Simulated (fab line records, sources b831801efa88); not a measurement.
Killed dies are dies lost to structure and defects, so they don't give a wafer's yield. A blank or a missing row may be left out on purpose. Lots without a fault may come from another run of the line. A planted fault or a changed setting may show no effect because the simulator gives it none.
A struck lot beside a sound one | flow sfq_line | 32 steps out of a route of 325
Sound: wafers L372.1, L372.2, L372.5. Struck: wafers L373.2, L373.3, L373.4. The cause comes at the end.
At each step with rows: each side's tool, then ch and its chambers, then its first start. Under that, the readings that differ: sound wafers | struck wafers | difference of the means | sigmas: that difference in standard deviations of wafers without a fault.
alike: readings whose means differ by less than 2 such deviations, and words and numbers that are the same on both sides. not compared: withheld readings, readings that some wafer has no value for, bounds like >300 that may hide the same value, and numbers for which the record gives no deviation and whose values overlap.
The two part at a step that has a row with sigmas, a row that says differs or no value, or rows on one side only. Numbers that don't overlap but have no deviation are shown without sigmas and don't part them. A reading that every wafer of one side lacks parts them only if that side has two wafers or more.

SFQ_INCOMING_BOW_MEAS_900:
  sound on film_metro-02, day 3 07:00; struck on film_metro-02, day 3 12:01
  alike: INCOMING_BOW
then, 1 step without rows for these wafers: SFQ_TRILAYER_INCOMING_OXIDATION_002 (target thk 500 nm, ox time 4939 s).
SFQ_TRILAYER_L0_DEP_SPUTTER_003: material MoNx KI, target thk 40 nm, time 100 s.
  sound on pvd_sputter-04, day 3 09:29; struck on pvd_sputter-03, day 3 14:29
  reading                                                  | sound                | struck               | difference | sigmas
  cathode_dc_power_W (W)                                   | 799.90 799.79 800.21 | 907.06 906.84 906.90 | +106.97    | +99 or more
  model.MoNx_KI_of_TRILAYER_L0_DEP_SPUTTER_003.thk_nm (nm) | 40.39 40.78 40.37    | 45.74 45.02 45.5     | +4.91      |
  alike: throttle_valve_pct
SFQ_L0_RS_MEAS_901: measures by four-point-probe.
  sound on film_metro-02, day 3 09:34; struck on film_metro-04, day 3 14:35
  reading                | sound          | struck         | difference | sigmas
  L0_MONX_KI_RS (ohm/sq) | 43.1 42.6 43.1 | 37.9 38.6 38.1 | -4.7       | -10
SFQ_L0_THK_MEAS_902: measures by xrf.
  sound on film_metro-02, day 3 09:41; struck on film_metro-04, day 3 14:41
  reading             | sound          | struck         | difference | sigmas
  L0_MONX_KI_THK (nm) | 40.7 40.9 40.6 | 46.2 45.4 46.0 | +5.1       | +11
then, 6 steps without rows for these wafers: SFQ_TRILAYER_L0_LITHO_COAT_010 (resist thk 62 nm); SFQ_TRILAYER_L0_LITHO_COAT_005 (resist thk 600 nm); SFQ_TRILAYER_L0_LITHO_SOFTBAKE_009; SFQ_TRILAYER_L0_LITHO_EXPOSE_006 (exposes mask L0, target cd 2000 nm); SFQ_TRILAYER_L0_LITHO_PEB_008 (peb time 60 s); SFQ_TRILAYER_L0_LITHO_DEVELOP_007 (time 60 s).
-- the record jumps here: 3 days lie between the struck wafers' starts before and after --
SFQ_TRILAYER_L0_BARC_OPEN_METAL_ETCH_010: etches BARC in O2, target depth 125 nm, time 41.7 s.
  sound on rie_metal-03 ch 0,1, day 6 13:39; struck on rie_metal-04 ch 0,1, day 6 19:39
  alike: drypump_motor_current_A, oes_product_au
  not compared: rf_hours_counter_h
SFQ_TRILAYER_L0_ETCH_METAL_ETCH_008: etches MoNx KI in SF6/O2, stops on SiO2, target depth 50 nm, time 25 s.
  sound on rie_metal-03 ch 0,1, day 6 13:43; struck on rie_metal-04 ch 0,1, day 6 19:43
  reading               | sound             | struck            | difference | sigmas
  oes_product_au (a.u.) | 0.871 0.885 0.880 | 0.944 0.941 0.946 | +0.065     | +9
  alike: drypump_motor_current_A
  not compared: rf_hours_counter_h
then, 9 steps without rows for these wafers: SFQ_TRILAYER_L0_STRIP_STRIP_009 (strips in O2); SFQ_TRILAYER_L0_STRIP_SOLV_CLEAN_010 (cleans in NMP, time 600 s); SFQ_TRILAYER_L0_CAP_PECVD_011 (deposits SiO2 from SiH4/N2O, time 13.333 s, target thk 60 nm); SFQ_TRILAYER_L0_VIA_LITHO_COAT_018 (resist thk 62 nm); SFQ_TRILAYER_L0_VIA_LITHO_COAT_013 (resist thk 650 nm); SFQ_TRILAYER_L0_VIA_LITHO_SOFTBAKE_017; SFQ_TRILAYER_L0_VIA_LITHO_EXPOSE_014 (exposes mask L0V, target cd 700 nm); SFQ_TRILAYER_L0_VIA_LITHO_PEB_016 (peb time 60 s); SFQ_TRILAYER_L0_VIA_LITHO_DEVELOP_015 (time 60 s).
-- the record jumps here: 4 days lie between the struck wafers' starts before and after --
SFQ_L0V_OVL_MEAS_903:
  sound on overlay-02, day 10 20:29; struck on overlay-02, day 11 01:17
  alike: L0V_OVL
SFQ_TRILAYER_L0_VIA_BARC_OPEN_VIA_ETCH_021: etches BARC in O2, target depth 125 nm, time 41.7 s.
  sound on rie_diel-03 ch 0,2, day 10 20:31; struck on rie_diel-01 ch 0,1,2, day 11 01:19
  alike: drypump_motor_current_A, oes_product_au
  not compared: rf_hours_counter_h
SFQ_TRILAYER_L0_VIA_ETCH_VIA_ETCH_016: etches SiO2 in CHF3, stops on MoNx KI, target depth 80 nm.
  sound on rie_diel-03 ch 0,2, day 10 20:34; struck on rie_diel-01 ch 0,1,2, day 11 01:22
  alike: drypump_motor_current_A, oes_product_au
SFQ_TRILAYER_L0_VIA_STRIP_STRIP_017: strips in O2.
  sound on rie_metal-04 ch 0,1, day 10 20:36; struck on rie_metal-02 ch 0,1, day 11 01:24
  reading               | sound             | struck            | difference | sigmas
  oes_product_au (a.u.) | 0.993 0.991 0.998 | 1.011 1.027 1.017 | +0.024     | +2
  alike: drypump_motor_current_A
  not compared: rf_hours_counter_h
then, 2 steps without rows for these wafers: SFQ_TRILAYER_L0_VIA_STRIP_SOLV_CLEAN_018 (cleans in NMP, time 600 s); SFQ_TRILAYER_M0_DEP_PRE_CLEAN_020 (time 15 s).
SFQ_TRILAYER_M0_DEP_SPUTTER_019: material Nb, target thk 200 nm, time 133.3 s.
  sound on pvd_sputter-06, day 10 21:24; struck on pvd_sputter-06, day 11 02:12
  alike: cathode_dc_power_W, resputter_cathode_voltage_v, throttle_valve_pct
SFQ_M0_RS_MEAS_904: measures by four-point-probe.
  sound on film_metro-01, day 10 21:29; struck on film_metro-01, day 11 02:19
  alike: M0_NB_RS
then, 1 step without rows for these wafers: SFQ_TRILAYER_M0_LITHO_COAT_026 (resist thk 62 nm).
-- the record jumps here: 74 days lie between the struck wafers' starts before and after --
SFQ_M8_BOW_MEAS_951:
  sound on film_metro-02, day 85 07:16; struck on film_metro-02, day 85 08:29
  reading                  | sound             | struck            | difference | sigmas
  model.etest.l0.ohm_sq    | 43.01 42.6 43.03  | 37.98 38.58 38.17 | -4.64      |
  model.etest.l0v.link_ohm | 43.9 43.49 43.92  | 38.89 39.49 39.1  | -4.61      |
  model.etest.l0.ohm_um    | 21.52 21.31 21.52 | 19 19.29 19.1     | -2         |
  alike: M8_BOW

WHERE THEY PART
First at SFQ_TRILAYER_L0_DEP_SPUTTER_003; last, within this record, at SFQ_TRILAYER_L0_VIA_STRIP_STRIP_017. Later steps at which nothing parts them and some readings are alike: SFQ_TRILAYER_M0_DEP_SPUTTER_019, SFQ_M0_RS_MEAS_904, SFQ_M8_BOW_MEAS_951.

WHY: what the simulator had put in
Process parameter drift: pvd_sputter-03, from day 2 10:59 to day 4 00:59, at SFQ_TRILAYER_L0_DEP_SPUTTER_003. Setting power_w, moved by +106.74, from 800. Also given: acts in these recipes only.
